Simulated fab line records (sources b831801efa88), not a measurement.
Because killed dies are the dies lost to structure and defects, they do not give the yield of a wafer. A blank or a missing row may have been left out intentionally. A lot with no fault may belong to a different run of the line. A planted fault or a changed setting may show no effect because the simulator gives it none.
Comparing a struck lot with a sound one ; flow sky130 ; 28 out of 708 route steps
Sound: the wafers L978.2, L978.5, L978.6. Wafers L993.3, L993.4, L993.6 were the ones struck. The cause is given at the end.
Per side, at each step with rows, come the tool, then ch with its chambers, and then its first start. Under that, the readings that differ: sound wafers ; struck wafers ; difference of the means ; sigmas: that difference in standard deviations of wafers without a fault.
alike: readings with means less than 2 such deviations apart, plus words and numbers identical on both sides. not compared: withheld readings, readings lacking a value on some wafer, bounds such as >300 that could conceal the same value, and numbers that have no deviation in the record and whose values overlap.
The two part at a step that has a row with sigmas, a row that says differs or no value, or rows on one side only. When numbers do not overlap yet have no deviation, they are printed without sigmas and do not part them. Lack of a reading on every wafer of one side parts them only where that side has two or more wafers.

first, 1 step without rows for these wafers: SKY_VT_ADJUST_LVTN_IMPLANT_08.
SKY_VT_ADJUST_LVTN_STRIP_09: strips in O2/N2.
  sound on plasma_asher-04 ch 0,1, day 7 08:10; struck on plasma_asher-01 ch 0,1, day 11 07:59
  alike: drypump_motor_current_A, oes_product_au, strip_time_to_endpoint_s
  not compared: rf_hours_counter_h
SKY_VT_ADJUST_LVTN_TW_MEAS_10:
  sound: film_metro-04 at day 7 08:16; struck: film_metro-02 at day 11 08:05
  alike: VT_ADJUST_LVTN_TW
then, 7 steps without rows for these wafers: SKY_VT_ADJUST_LVTN_DEHYDRATE_11 (time 60 s); SKY_VT_ADJUST_LVTN_HMDS_12 (prime time 60 s); SKY_VT_ADJUST_LVTN_COAT_13 (resist thk 1140 nm); SKY_VT_ADJUST_LVTN_SOFTBAKE_14 (time 60 s); SKY_VT_ADJUST_LVTN_EXPOSE_15 (exposes mask HVN STD DERIVED, target cd 600 nm); SKY_VT_ADJUST_LVTN_PEB_16; SKY_VT_ADJUST_LVTN_DEVELOP_17 (develop time 60 s).
SKY_VT_ADJUST_LVTN_OVL_MEAS_18:
  sound: overlay-01 at day 8 04:59; struck: overlay-01 at day 12 07:39
reading;sound;struck;difference;sigmas
VT_ADJUST_LVTN_01_OVL (nm);-1.0 -1.4 -2.1;1.4 2.5 2.9;+3.8;+3
after that, 1 step had no rows for these wafers: SKY_VT_ADJUST_LVTN_IMPLANT_19.
SKY_VT_ADJUST_LVTN_STRIP_20: strips in O2/N2.
  sound on plasma_asher-03 ch 0,1, day 8 05:10; struck on plasma_asher-03 ch 0,1, day 12 07:51
reading;sound;struck;difference;sigmas
oes_product_au (a.u.);0.714 0.715 0.712;0.911 0.929 0.941;+0.213;+47
strip_time_to_endpoint_s (s);14.18 14.16 14.23;- - -;no value on the struck wafers;
model.NOVOLAK_of_VT_ADJUST_LVTN_COAT_13.thk_nm (nm);0 0 0;616.1 615.6 615.7;+615.8;
  alike: drypump_motor_current_A
  not compared: rf_hours_counter_h
SKY_VT_ADJUST_LVTN_TW_MEAS_21:
  sound: film_metro-04 at day 8 05:16; struck: film_metro-04 at day 12 07:58
  alike: VT_ADJUST_LVTN_2_TW
then, 7 steps without rows for these wafers: SKY_VT_ADJUST_NCORE_DEHYDRATE_00 (time 60 s); SKY_VT_ADJUST_NCORE_HMDS_01 (prime time 60 s); SKY_VT_ADJUST_NCORE_COAT_02 (resist thk 1140 nm); SKY_VT_ADJUST_NCORE_SOFTBAKE_03 (time 60 s); SKY_VT_ADJUST_NCORE_EXPOSE_04 (exposes mask LVTN COMPLEMENT THIN, target cd 380 nm); SKY_VT_ADJUST_NCORE_PEB_05; SKY_VT_ADJUST_NCORE_DEVELOP_06 (develop time 60 s).
SKY_VT_ADJUST_NCORE_CD_MEAS_07: the cd target is 380 nm.
  sound: cd_sem-02 at day 9 01:51; struck: cd_sem-01 at day 13 08:03
  alike: cd_nm
SKY_VT_ADJUST_NCORE_OVL_MEAS_08:
  sound: overlay-01 at day 9 01:57; struck: overlay-01 at day 13 08:08
  alike: VT_ADJUST_NCORE_OVL
after that, 1 step had no rows for these wafers: SKY_VT_ADJUST_NCORE_IMPLANT_09.
SKY_VT_ADJUST_NCORE_STRIP_10: strips in O2/N2.
  sound on plasma_asher-04 ch 0,1, day 9 02:08; struck on plasma_asher-02 ch 0,1, day 13 08:21
reading;sound;struck;difference;sigmas
strip_time_to_endpoint_s (s);14.16 14.18 14.20;23.44 23.44 23.42;+9.25;+99 or more
  alike: drypump_motor_current_A, oes_product_au
  not compared: rf_hours_counter_h
SKY_VT_ADJUST_NCORE_TW_MEAS_11:
  sound: film_metro-01 at day 9 02:14; struck: film_metro-03 at day 13 08:26
reading;sound;struck;difference;sigmas
VT_ADJUST_NCORE_TW;217.3 217.6 217.0;30.2 30.2 30.2;-187.1;-99 or more
then, 1 step without rows for these wafers: SKY_VT_ADJUST_HVTR_DEHYDRATE_00 (time 60 s).
-- record jumps: 36 days separate the struck wafers' starts on either side; left off in module VT_ADJUST_HVTR, taken up again in module PAD_OPEN, whose first shown step is the route's number 708 --
SKY_PAD_OPEN_PROBE_99:
  sound: prober-01 at day 46 05:23; struck: prober-01 at day 49 16:01
reading;sound;struck;difference;sigmas
model.etest.nfet_16v.r_on_ohm_um;1.389e+04 1.384e+04 1.38e+04;1.23e+04 1.233e+04 1.232e+04;-1.53e+03;
model.etest.pfet_16v.r_on_ohm_um;1.515e+04 1.519e+04 1.527e+04;1.658e+04 1.673e+04 1.655e+04;+1.417e+03;
model.etest.pfet_g5v0d10v5.r_on_ohm_um;4739 4764 4736;6058 6054 6036;+1303;
model.etest.tip_p.rs_ohm_sq;6890 6868 6899;7752 7715 7768;+859;
model.etest.pfet_01v8.r_on_ohm_um;2885 2851 2943;3388 3342 3354;+468;
model.etest.tip_p_5v.rs_ohm_sq;2895 2886 2886;3101 3090 3098;+207;
model.etest.pfet_g5v0d10v5.drive_ua_um;342.3 342.9 344.3;243.1 246 246;-98.1;
model.etest.sram_nfet_pass.drive_ua_um;496.2 504.8 479.2;560.5 560.9 552.1;+64.4;

## WHERE THEY PART
Last at SKY_VT_ADJUST_NCORE_TW_MEAS_11 as far as this record goes, first at SKY_VT_ADJUST_LVTN_OVL_MEAS_18.

WHY: what the simulator had put in
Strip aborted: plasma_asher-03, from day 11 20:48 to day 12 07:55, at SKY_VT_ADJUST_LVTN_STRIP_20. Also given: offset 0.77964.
